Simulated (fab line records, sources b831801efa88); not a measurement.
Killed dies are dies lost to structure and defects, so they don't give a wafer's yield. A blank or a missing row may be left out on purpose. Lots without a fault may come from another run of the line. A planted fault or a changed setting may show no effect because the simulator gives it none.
Which tool did it? | flow gf180mcu | 11 lots, 31 wafers sampled, at 7 steps of a route of 602

WHAT THE GAUGES READ, wafer by wafer
GF_V5_RS_MEAS_24: measures by four-point-probe. Usual: V5_W_RS 0.327 ohm/sq, standard deviation 0.0062.
lot  | measured     | on            | V5_W_RS (ohm/sq)        | flag
L697 | day 28 00:12 | film_metro-01 | 0.329 0.327 0.327       |
L698 | day 28 09:44 | film_metro-03 | 0.327 0.330 0.329       |
L699 | day 28 19:43 | film_metro-03 | 0.315 0.331 0.320       |
L700 | day 29 03:04 | film_metro-02 | 0.333 0.328 0.329       |
L702 | day 29 16:22 | film_metro-01 | 0.324 0.323 0.323       |
L703 | day 30 02:20 | film_metro-02 | 0.317 0.315 0.328       |
L704 | day 30 08:05 | film_metro-01 | 0.326 0.331 0.331       |
L706 | day 30 18:28 | film_metro-01 | 0.240 0.240 0.240 0.240 | OFF
L708 | day 31 12:20 | film_metro-01 | 0.237 0.239 0.237 0.238 | OFF
L715 | day 33 08:13 | film_metro-03 | 0.332 0.319 0.335       |
L717 | day 33 15:23 | film_metro-01 | 0.327 0.323 0.328       |

GF_V5_THK_MEAS_25: measures by xrf. Usual: V5_W_THK 355 nm, standard deviation 7.6.
lot  | measured     | on            | V5_W_THK (nm)   | flag
L697 | day 28 00:19 | film_metro-01 | 351 353 349     |
L698 | day 28 09:52 | film_metro-03 | 360 354 356     |
L699 | day 28 19:50 | film_metro-03 | 376 354 367     |
L700 | day 29 03:11 | film_metro-02 | 350 357 354     |
L702 | day 29 16:29 | film_metro-01 | 355 356 356     |
L703 | day 30 02:27 | film_metro-02 | 370 373 355     |
L704 | day 30 08:11 | film_metro-01 | 353 350 349     |
L706 | day 30 20:24 | film_metro-01 | 480 481 479 480 | OFF
L708 | day 31 18:55 | film_metro-01 | 479 481 484 477 | OFF
L715 | day 33 08:19 | film_metro-03 | 353 368 349     |
L717 | day 33 15:29 | film_metro-01 | 356 360 355     |

GF_TOP_METAL_OVL_MEAS_15. Usual: TOP_METAL_OVL -0.1 nm, standard deviation 1.5.
lot  | measured     | on         | TOP_METAL_OVL (nm) | flag
L697 | day 28 20:53 | overlay-02 | 1.1 -0.9 -2.1      |
L698 | day 29 06:11 | overlay-02 | 0.8 -2.1 -1.2      |
L699 | day 29 15:07 | overlay-01 | -2.1 -2.1 -0.8     |
L700 | day 29 22:07 | overlay-01 | -0.5 -0.4 -0.2     |
L702 | day 30 11:16 | overlay-01 | -0.3 0.4 -1.4      |
L703 | day 30 20:53 | overlay-01 | -0.2 -0.7 0.1      |
L704 | day 31 02:46 | overlay-02 | 1.8 -1.5 0.1       |
L706 | day 31 12:30 | overlay-02 | -1.1 -3.1          |
L708 | day 32 05:42 | overlay-01 | -1.5 -2.2          |
L715 | day 34 00:22 | overlay-02 | 1.9 3.7 1.3        |
L717 | day 34 07:22 | overlay-01 | -3.1 -0.8 -2.0     |

WHICH TOOL RAN EACH LOT (tool, then ch and the chambers of the sampled wafers, then the start)
lot  | GF_MIM_SPUTTER_08            | GF_V5_STRIP_18                       | GF_V5_CVD_23                  | GF_V5_CMP_26
L697 | pvd_sputter-03, day 25 07:53 | plasma_asher-01 ch 0,1, day 27 23:25 | cvd_w-02 ch 0,1, day 28 00:05 | cmp-02 ch 1,2, day 28 00:26
L698 | pvd_sputter-01, day 25 17:39 | plasma_asher-03 ch 0,1, day 28 08:58 | cvd_w-02 ch 0,1, day 28 09:37 | cmp-01 ch 0,1,3, day 28 09:58
L699 | pvd_sputter-01, day 26 05:02 | plasma_asher-01 ch 1, day 28 18:58   | cvd_w-01 ch 0,1, day 28 19:36 | cmp-01 ch 0,1,3, day 28 19:53
L700 | pvd_sputter-03, day 26 13:10 | plasma_asher-03 ch 0,1, day 29 02:19 | cvd_w-02 ch 0,1, day 29 02:58 | cmp-02 ch 0,1,2, day 29 03:15
L702 | pvd_sputter-01, day 27 03:50 | plasma_asher-03 ch 0,1, day 29 15:35 | cvd_w-02 ch 0,1, day 29 16:16 | cmp-01 ch 0,2,3, day 29 16:33
L703 | pvd_sputter-03, day 27 14:05 | plasma_asher-04 ch 0,1, day 30 01:33 | cvd_w-01 ch 0,1, day 30 02:13 | cmp-02 ch 0,1,2, day 30 02:34
L704 | pvd_sputter-03, day 27 20:56 | plasma_asher-01 ch 0,1, day 30 07:19 | cvd_w-02 ch 0,1, day 30 07:57 | cmp-01 ch 0,1,3, day 30 08:14
L706 | pvd_sputter-03, day 28 07:22 | plasma_asher-01 ch 1, day 30 17:40   | cvd_w-02 ch 1, day 30 18:20   | cmp-01 ch 1,3, day 31 03:28
L708 | pvd_sputter-03, day 29 02:29 | plasma_asher-01 ch 0,1, day 31 11:34 | cvd_w-02 ch 0,1, day 31 12:12 | cmp-01 ch 1, day 31 22:20
L715 | pvd_sputter-01, day 31 03:11 | plasma_asher-04 ch 0,1, day 33 07:27 | cvd_w-01 ch 0,1, day 33 08:05 | cmp-01 ch 2,3, day 33 08:20
L717 | pvd_sputter-02, day 31 12:08 | plasma_asher-03 ch 0,1, day 33 14:37 | cvd_w-02 ch 0,1, day 33 15:15 | cmp-01 ch 0,2,3, day 33 15:35
- GF_MIM_SPUTTER_08: material AlCu, target thk 200 nm, time 10.6 s.
- GF_V5_STRIP_18: strips in O2/N2.
- GF_V5_CVD_23: deposits W, target thk 350 nm, time 104.9 s.
- GF_V5_CMP_26: polishes, stops on SiO2, t overpolish 15 s, target thk 0 nm.

WHAT THE TOOLS THEMSELVES READ (means of the sampled wafers that have a number; where no wafer has one, the mark that the record gives instead)
GF_MIM_SPUTTER_08. Usual: throttle_valve_pct 29.9 %, standard deviation 0.99.
lot  | tool           | throttle_valve_pct (%) | flag
L697 | pvd_sputter-03 | 29.5                   |
L698 | pvd_sputter-01 | 29.6                   |
L699 | pvd_sputter-01 | 29.5                   |
L700 | pvd_sputter-03 | 29.7                   |
L702 | pvd_sputter-01 | 29.9                   |
L703 | pvd_sputter-03 | 29.5                   |
L704 | pvd_sputter-03 | 30.1                   |
L706 | pvd_sputter-03 | 29.9                   |
L708 | pvd_sputter-03 | 30.2                   |
L715 | pvd_sputter-01 | 30.9                   |
L717 | pvd_sputter-02 | 28.6                   |

GF_V5_STRIP_18. Usual: drypump_motor_current_A 5.8 A, standard deviation 0.58; heater_power_w 325 W, standard deviation 61; oes_product_au 0.568 a.u., standard deviation 0.0052.
lot  | tool            | drypump_motor_current_A (A) | heater_power_w (W) | oes_product_au (a.u.) | flag
L697 | plasma_asher-01 | 5.1                         | 286                | 0.573                 |
L698 | plasma_asher-03 | 6.3                         | 368                | 0.568                 |
L699 | plasma_asher-01 | 4.9                         | 289                | 0.567                 |
L700 | plasma_asher-03 | 6.3                         | 378                | 0.563                 |
L702 | plasma_asher-03 | 6.3                         | 374                | 0.563                 |
L703 | plasma_asher-04 | 5.8                         | 295                | 0.568                 |
L704 | plasma_asher-01 | 5.1                         | 288                | 0.569                 |
L706 | plasma_asher-01 | 4.9                         | 295                | 0.565                 |
L708 | plasma_asher-01 | 5.2                         | 283                | 0.567                 |
L715 | plasma_asher-04 | 5.7                         | 295                | 0.570                 |
L717 | plasma_asher-03 | 6.3                         | 372                | 0.569                 |

GF_V5_CVD_23. Usual: heater_power_w 862 W, standard deviation 71.
lot  | tool     | heater_power_w (W) | flag
L697 | cvd_w-02 | 881                |
L698 | cvd_w-02 | 888                |
L699 | cvd_w-01 | 790                |
L700 | cvd_w-02 | 889                |
L702 | cvd_w-02 | 884                |
L703 | cvd_w-01 | 790                |
L704 | cvd_w-02 | 872                |
L706 | cvd_w-02 | 916                |
L708 | cvd_w-02 | 914                |
L715 | cvd_w-01 | 748                |
L717 | cvd_w-02 | 901                |

GF_V5_CMP_26. Usual: edge_zone_pressure_frac 1.000, standard deviation 0.0052; motor_current_A 10.7 A, standard deviation 1.3; time_to_endpoint_s 85 s, standard deviation 3.1.
lot  | tool   | edge_zone_pressure_frac | motor_current_A (A) | time_to_endpoint_s (s) | flag
L697 | cmp-02 | 0.996                   | 9.7                 | 84                     |
L698 | cmp-01 | 1.003                   | 11.0                | 82                     |
L699 | cmp-01 | 0.998                   | 11.4                | 88                     |
L700 | cmp-02 | 1.004                   | 10.0                | 83                     |
L702 | cmp-01 | 0.999                   | 11.4                | 88                     |
L703 | cmp-02 | 0.997                   | 9.8                 | 90                     |
L704 | cmp-01 | 0.999                   | 11.2                | 85                     |
L706 | cmp-01 | 0.998                   | 12.1                | 118                    | OFF
L708 | cmp-01 | 1.001                   | 10.8                | 118                    | OFF
L715 | cmp-01 | 0.997                   | 12.1                | 87                     |
L717 | cmp-01 | 1.003                   | 11.6                | 88                     |

THE ANSWER, worked out from the rows above alone
Rule: a lot is off if the mean of its wafers that have a number lies more than 3 standard deviations from the usual mean. A lot without any number at a reading at which 4 lots or more have one is off too. The other lots that the step has rows for count as sound. The gauges are gone through in route order, then the tools' own readings, and for those a lot's mean is taken as printed above. The first step at which some lot is off is used, and at that step the reading that is off furthest; a lot without a number counts as furthest.
Off: L706, L708, at GF_V5_RS_MEAS_24 (V5_W_RS).
A tool fits if, at a process step before that reading, it ran every lot that is off, and no sound lot after the first of them. The gauges at GF_V5_RS_MEAS_24 aren't tried: what is off there is off at GF_V5_CMP_26 too, on other tools, and a gauge's error can't cause that. Can't be told from this: 2 tools fit, pvd_sputter-03 at GF_MIM_SPUTTER_08, plasma_asher-01 at GF_V5_STRIP_18.

WHAT THE SIMULATOR HAD PUT IN
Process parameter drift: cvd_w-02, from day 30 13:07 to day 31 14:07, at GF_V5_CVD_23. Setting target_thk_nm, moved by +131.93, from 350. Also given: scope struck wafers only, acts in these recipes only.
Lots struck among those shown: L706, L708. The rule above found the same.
